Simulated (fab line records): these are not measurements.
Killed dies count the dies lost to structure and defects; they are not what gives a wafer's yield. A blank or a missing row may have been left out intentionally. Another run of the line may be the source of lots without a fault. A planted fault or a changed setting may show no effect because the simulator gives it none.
A struck lot beside a sound one + flow sky130 + 35 out of 708 route steps
Sound: wafers L224.1, L224.3, L224.6. Struck: wafers L214.3, L214.4, L214.6. The cause is named last.
Per side, at each step with rows, come the tool, then ch with its chambers, and then its first start. Under that, the readings that differ: sound wafers + struck wafers + difference of the means + sigmas: that difference in standard deviations of wafers without a fault.
alike: same words and numbers on both sides, and readings whose means sit less than 2 such deviations apart. not compared: any withheld reading, any reading some wafer has no value for, any bound like >300 that may hide the same value, and any number with overlapping values for which the record gives no deviation.
A row with sigmas, a row that says differs or no value, or rows on one side alone: a step with any of these is where the two part. Non-overlapping numbers with no deviation appear without sigmas and do not part them. Lack of a reading on every wafer of one side parts them only where that side has two or more wafers.

first, 10 steps without rows for these wafers: SKY_POLY_CUT_ETCH_10 (etches BARC in N2/H2, stops on SiO2, time 45.9 s, target depth 60 nm); SKY_POLY_CUT_ETCH_11 (etches Si3N4 in CF4/CH2F2/Ar, stops on poly-Si, time 42.5 s, target depth 60 nm); SKY_POLY_CUT_STRIP_12 (strips in O2/N2); SKY_SD_P_DEHYDRATE_00 (time 60 s); SKY_SD_P_HMDS_01 (prime time 60 s); SKY_SD_P_COAT_02 (resist thk 1140 nm); SKY_SD_P_SOFTBAKE_03 (time 60 s); SKY_SD_P_EXPOSE_04 (exposes mask PSDM, target cd 380 nm); SKY_SD_P_PEB_05; SKY_SD_P_DEVELOP_06 (develop time 60 s).
SKY_SD_P_IMPLANT_09:
  sound on implanter-01 ch 0, day 30 20:30; struck on implanter-04 ch 0, day 27 20:43
SKY_SD_P_STRIP_10: strips in O2/N2.
  sound on plasma-asher-01 ch 0,1, day 30 20:39; struck on plasma-asher-02 ch 0,1, day 27 20:50
| reading                      | sound             | struck            | difference | sigmas |
|------------------------------|-------------------|-------------------|------------|--------|
| strip-time-to-endpoint-s (s) | 17.38 17.42 17.44 | 17.35 17.27 17.31 | -0.10      | -2     |
  alike: drypump-motor-current-A, o2-flow-sccm, oes-product-au
  not compared: rf-hours-counter-h
then, 21 steps without rows for these wafers: SKY_RES_XHIGH_DEHYDRATE_00 (time 60 s); SKY_RES_XHIGH_HMDS_01 (prime time 60 s); SKY_RES_XHIGH_COAT_02 (resist thk 1140 nm); SKY_RES_XHIGH_SOFTBAKE_03 (time 60 s); SKY_RES_XHIGH_EXPOSE_04 (exposes mask URPM, target cd 1270 nm); SKY_RES_XHIGH_PEB_05; SKY_RES_XHIGH_DEVELOP_06 (develop time 60 s); SKY_RES_XHIGH_IMPLANT_07; SKY_RES_XHIGH_STRIP_08 (strips in O2/N2); SKY_SD_N_DEHYDRATE_00 (time 60 s); SKY_SD_N_HMDS_01 (prime time 60 s); SKY_SD_N_COAT_02 (resist thk 1140 nm); SKY_SD_N_SOFTBAKE_03 (time 60 s); SKY_SD_N_EXPOSE_04 (exposes mask NSDM, target cd 380 nm); SKY_SD_N_PEB_05; SKY_SD_N_DEVELOP_06 (develop time 60 s); SKY_SD_N_IMPLANT_09; SKY_SD_N_IMPLANT_10; SKY_SD_N_STRIP_11 (strips in O2/N2); SKY_SD_N_CLEAN_13 (cleans in SC1/SC2, time 150 s); SKY_SD_N_RTA_14 (time 2 s).
-- the record jumps here: 2 days lie between the struck wafers' starts before and after --
SKY_SD_N_RS_MEAS_17: measures by four-point-probe.
  sound on film-metro-01 at day 33 03:34; struck on film-metro-03 at day 30 05:56
  alike: SD_P_RS
-- record jumps: 17 days separate the struck wafers' starts on either side; left off in module SD_N, taken up again in module PAD_OPEN, whose first shown step is the route's number 708 --
SKY_PAD_OPEN_PROBE_99:
  sound on prober-01 at day 49 11:07; struck on prober-01 at day 47 10:49
| reading                                           | sound                | struck               | difference | sigmas |
|---------------------------------------------------|----------------------|----------------------|------------|--------|
| model.etest.res-high-po.line-ohm-um               | 762.1 740.1 756.2    | 826.5 827 803.1      | +66.1      |        |
| model.etest.licon-high-po.rc-ohm                  | 361 359.7 351.7      | 413.6 423.3 420      | +61.5      |        |
| model.etest.res-pdiff.line-ohm-um                 | 1399 1378 1382       | 1452 1464 1453       | +70        |        |
| model.etest.res-high-po.rs-ohm-sq                 | 267 260.6 263.7      | 284.2 287.8 282.6    | +21.1      |        |
| model.etest.res-high-po.rs-ohm-sq-range           | 6.776 11.63 8.899    | 24.4 26.14 26.5      | +16.6      |        |
| model.etest.res-high-po.rs-ohm-sq-rim-less-centre | -2.551 -7.684 -6.747 | -10.57 -8.907 -9.995 | -4.16      |        |
| model.etest.res-pdiff-hv.rs-ohm-sq                | 192.9 192.3 192.5    | 201 201.1 202.8      | +9         |        |
  alike: killed_at_M0_to_M3, killed_at_M4_up, killed-at-contacts, killed-at-front-end, killed-at-other, killed-dies, killed-open, killed-short
  not compared: model.etest.licon-pdiff.rc-ohm

## WHERE THEY PART
Only at SKY_SD_P_STRIP_10, within this record. Later steps at which nothing parts them and some readings are alike: SKY_SD_N_RS_MEAS_17, SKY_PAD_OPEN_PROBE_99.

WHY: the cause the simulator had injected
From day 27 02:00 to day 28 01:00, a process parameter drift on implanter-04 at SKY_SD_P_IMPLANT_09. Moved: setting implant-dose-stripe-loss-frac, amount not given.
